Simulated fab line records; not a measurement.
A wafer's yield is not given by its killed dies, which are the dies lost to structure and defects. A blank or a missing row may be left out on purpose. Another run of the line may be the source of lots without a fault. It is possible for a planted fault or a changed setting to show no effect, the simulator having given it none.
Which of the tools did it? -- flow gf180mcu -- 12 lots, 36 wafers sampled, at 6 steps of a route of 602

## WHAT THE GAUGES READ, wafer by wafer
GF_CONTACT_THK_MEAS_03.
lot,measured,on,CONTACT_CVD_02_THK (nm)
L466,day 15 15:44,filmMetro-02,861 855 863
L467,day 16 03:05,filmMetro-03,845 865 860
L468,day 16 05:58,filmMetro-04,850 848 862
L470,day 16 23:37,filmMetro-02,882 867 858
L471,day 17 08:13,filmMetro-02,875 889 895
L472,day 17 18:04,filmMetro-03,850 852 860
L473,day 17 23:22,filmMetro-03,874 878 886
L474,day 18 18:07,filmMetro-04,829 827 852
L476,day 19 11:51,filmMetro-04,839 871 854
L478,day 20 06:08,filmMetro-03,876 883 896
L481,day 21 01:11,filmMetro-02,853 858 865
L482,day 21 12:17,filmMetro-03,869 876 864

GF_CONTACT_RS_MEAS_25: measurement is done with a four-point probe.
lot,measured,on,CONTACT_W_RS (ohm/sq)
L466,day 16 14:47,filmMetro-02,0.386 0.369 0.383
L467,day 17 02:32,filmMetro-02,0.369 0.382 0.385
L468,day 17 05:33,filmMetro-03,0.379 0.371 0.377
L470,day 18 00:26,filmMetro-04,0.379 0.379 0.384
L471,day 18 09:03,filmMetro-04,0.384 0.381 0.384
L472,day 18 18:34,filmMetro-04,0.382 0.384 0.384
L473,day 19 02:08,filmMetro-04,0.379 0.383 0.386
L474,day 19 20:01,filmMetro-02,0.383 0.374 0.380
L476,day 20 13:18,filmMetro-04,0.381 0.380 0.382
L478,day 21 07:59,filmMetro-02,0.387 0.383 0.385
L481,day 22 02:15,filmMetro-02,0.379 0.381 0.367
L482,day 22 13:14,filmMetro-02,0.377 0.376 0.283

GF_CONTACT_THK_MEAS_26: measures by xrf.
lot,measured,on,CONTACT_W_THK (nm)
L466,day 16 14:53,filmMetro-02,303 317 304
L467,day 17 02:38,filmMetro-02,317 304 303
L468,day 17 05:40,filmMetro-03,305 312 305
L470,day 18 00:32,filmMetro-04,311 308 305
L471,day 18 09:10,filmMetro-04,305 307 306
L472,day 18 18:40,filmMetro-04,307 306 307
L473,day 19 02:15,filmMetro-04,309 304 302
L474,day 19 20:08,filmMetro-02,307 315 307
L476,day 20 13:24,filmMetro-04,307 307 306
L478,day 21 08:06,filmMetro-02,299 301 300
L481,day 22 02:22,filmMetro-02,309 306 317
L482,day 22 13:21,filmMetro-02,308 310 408

## EACH LOT AND THE TOOL THAT RAN IT (in order: tool; ch and the chambers of the sampled wafers; start)
lot,GF_SALICIDE_RTA_08,GF_CONTACT_CMP_04,GF_CONTACT_CVD_24
L466,"rtpAnneal-01 ch 0, day 15 15:28","cmp-01 ch 0,1, day 15 16:05","cvdW-01 ch 0,1, day 16 14:40"
L467,"rtpAnneal-01 ch 0, day 16 02:49","cmp-01 ch 0,2, day 16 03:10","cvdW-01 ch 0,1, day 17 02:25"
L468,"rtpAnneal-01 ch 0, day 16 05:42","cmp-01 ch 0,2, day 16 06:02","cvdW-02 ch 0,1, day 17 05:27"
L470,"rtpAnneal-01 ch 0, day 16 23:22","cmp-01 ch 1,2, day 16 23:58","cvdW-02 ch 0,1, day 18 00:19"
L471,"rtpAnneal-01 ch 0, day 17 07:57","cmp-01 ch 1,2,3, day 17 08:19","cvdW-02 ch 1, day 18 08:56"
L472,"rtpAnneal-01 ch 0, day 17 17:48","cmp-01 ch 0,1,2, day 17 18:13","cvdW-02 ch 1, day 18 18:26"
L473,"rtpAnneal-01 ch 0, day 17 23:05","cmp-01 ch 0,1,3, day 18 01:14","cvdW-01 ch 0,1, day 19 02:02"
L474,"rtpAnneal-01 ch 0, day 18 17:50","cmp-02 ch 0,2,3, day 18 18:16","cvdW-01 ch 0,1, day 19 19:55"
L476,"rtpAnneal-01 ch 0, day 19 11:35","cmp-02 ch 0,2,3, day 19 11:59","cvdW-01 ch 0,1, day 20 13:11"
L478,"rtpAnneal-02 ch 0, day 20 05:52","cmp-01 ch 1,2, day 20 06:11","cvdW-02 ch 0,1, day 21 07:53"
L481,"rtpAnneal-02 ch 0, day 21 00:55","cmp-01 ch 0,2,3, day 21 01:23","cvdW-01 ch 0,1, day 22 02:08"
L482,"rtpAnneal-02 ch 0, day 21 12:02","cmp-02 ch 0,2,3, day 21 12:26","cvdW-02 ch 0,1, day 22 13:07"
- GF_SALICIDE_RTA_08: time 30 s.
- GF_CONTACT_CMP_04: polishes SiO2.
- GF_CONTACT_CVD_24: deposits W, target thk 300 nm, time 90.339 s.

## WHAT THE TOOLS THEMSELVES READ (means of the sampled wafers that have a number; where no wafer has one, the mark that the record gives instead)
GF_SALICIDE_RTA_08.
lot,tool,lampPowerPct (%),wafer_temp_C_max
L466,rtpAnneal-01,17.2,803.7
L467,rtpAnneal-01,17.2,803.8
L468,rtpAnneal-01,17.2,803.4
L470,rtpAnneal-01,17.2,803.0
L471,rtpAnneal-01,17.2,802.6
L472,rtpAnneal-01,17.2,804.1
L473,rtpAnneal-01,17.2,804.2
L474,rtpAnneal-01,17.2,803.1
L476,rtpAnneal-01,17.2,803.9
L478,rtpAnneal-02,16.5,804.8
L481,rtpAnneal-02,16.5,803.5
L482,rtpAnneal-02,16.5,803.6

GF_CONTACT_CMP_04.
lot,tool,motorCurrentA (A),slurryFlowMlMin,timeToEndpointS (s)
L466,cmp-01,13.1,149.9,115
L467,cmp-01,13.4,150.3,112
L468,cmp-01,13.4,150.4,111
L470,cmp-01,12.5,150.3,122
L471,cmp-01,13.1,150.8,128
L472,cmp-01,12.5,150.1,113
L473,cmp-01,12.2,149.7,121
L474,cmp-02,12.0,149.6,94
L476,cmp-02,11.6,150.0,102
L478,cmp-01,12.7,150.4,126
L481,cmp-01,13.1,150.0,114
L482,cmp-02,11.6,150.2,110

GF_CONTACT_CVD_24.
lot,tool,heaterPowerW (W)
L466,cvdW-01,887
L467,cvdW-01,870
L468,cvdW-02,878
L470,cvdW-02,889
L471,cvdW-02,779
L472,cvdW-02,789
L473,cvdW-01,885
L474,cvdW-01,895
L476,cvdW-01,880
L478,cvdW-02,878
L481,cvdW-01,887
L482,cvdW-02,832

## THE ANSWER, worked out from the rows above alone
Rule: usual is defined by the lots themselves. The widest of any qualifying gaps counts: lots, ordered by their means at a reading, are off when they make up no more than a third of the lots, leave a main group of 4 or more, and stand apart from it by 3 or more times the standard deviation of that group's means. The tables above print the reading to a certain number of digits; a main group whose means all agree to those digits is not used. A lot without any number at a reading at which 4 lots or more have one is off too. Where the step has rows for the other lots, those lots are counted as sound. Order of review: gauges by route order, followed by the tools' own readings, for which a lot's mean as printed above is used. At the first step where some lot is off, the reading lying furthest off is the one used; lots without a number count as furthest.
Off: L482, seen at GF_CONTACT_RS_MEAS_25 (CONTACT_W_RS). Mean 0.380 ohm/sq and standard deviation 0.0029 in the main group.
A tool fits if, at a process step before that reading, it ran every lot that is off, and no sound lot after the first of them. Not tried: the gauges at GF_CONTACT_RS_MEAS_25; whatever is off there is also off at GF_CONTACT_CVD_24, on other tools, and gauge error can't account for it. Can't be told from this: 3 tools fit, rtpAnneal-02 at GF_SALICIDE_RTA_08, cmp-02 at GF_CONTACT_CMP_04, cvdW-02 at GF_CONTACT_CVD_24.

## WHAT WAS PUT IN BY THE SIMULATOR
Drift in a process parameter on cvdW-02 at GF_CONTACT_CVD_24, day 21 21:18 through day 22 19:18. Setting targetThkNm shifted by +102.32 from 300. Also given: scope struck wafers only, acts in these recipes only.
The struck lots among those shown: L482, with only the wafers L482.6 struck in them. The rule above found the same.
